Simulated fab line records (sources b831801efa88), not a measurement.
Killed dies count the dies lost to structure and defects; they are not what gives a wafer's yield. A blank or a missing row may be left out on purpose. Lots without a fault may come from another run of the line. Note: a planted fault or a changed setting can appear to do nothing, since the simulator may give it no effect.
One fault through the eyes of 2 desks | flow sky130 | what lay behind the numbers comes last; until then each desk has only its own

## FOR THE TOOL OWNER'S DESK: pvd sputter-04
The tool's own readings at SKY_METAL5_SPUTTER_00 (material Ti, target thk 15 nm, time 10 s): means of the sampled wafers that have a number, for each lot that ran on this tool. The brackets show how far a lot's mean lies from the usual mean; more than 4 standard deviations puts the lot out of limits, marked OUT.
Columns: A = cathode dc power W at SKY_METAL5_SPUTTER_00, usual 3000.0 W; B = throttle valve pct at SKY_METAL5_SPUTTER_00, usual 29.9 %
lot  | first seen here | A      | B
L711 | day 45 00:24    | 3000.2 | 29.6
L714 | day 45 07:02    | 3000.6 | 29.9
This desk found nothing out of limits on any of the 2 lots.

## METROLOGY DESK
Lot by lot, what the gauges showed, no matter which tool ran the lot: averages of those sampled wafers that carry a number. The brackets show how far a lot's mean lies from the usual mean; more than 4 standard deviations puts the lot out of limits, marked OUT.
Columns: A = VIA4_OVL at SKY_VIA4_OVL_MEAS_11, usual 0.8 nm; B = VIA4_W_RS at SKY_VIA4_RS_MEAS_19, usual 0.2272 ohm/sq; C = VIA4_W_THK at SKY_VIA4_THK_MEAS_20, usual 504 nm
lot  | first seen here | A    | B      | C
L708 | day 43 17:37    | -0.4 | 0.2277 | 507
L711 | day 44 23:01    | 1.4  | 0.2270 | 507
L714 | day 45 05:39    | 2.0  | 0.2295 | 502
L723 | day 47 11:38    | 0.6  | 0.2279 | 502
L727 | day 48 05:39    | 0.2  | 0.2276 | 500
This desk found nothing out of limits on any of the 5 lots.

## PUT TOGETHER
The desk of the tool owner found nothing out of limits.
Nothing out of limits was seen by the metrology desk.

## WHAT WAS PUT IN BY THE SIMULATOR
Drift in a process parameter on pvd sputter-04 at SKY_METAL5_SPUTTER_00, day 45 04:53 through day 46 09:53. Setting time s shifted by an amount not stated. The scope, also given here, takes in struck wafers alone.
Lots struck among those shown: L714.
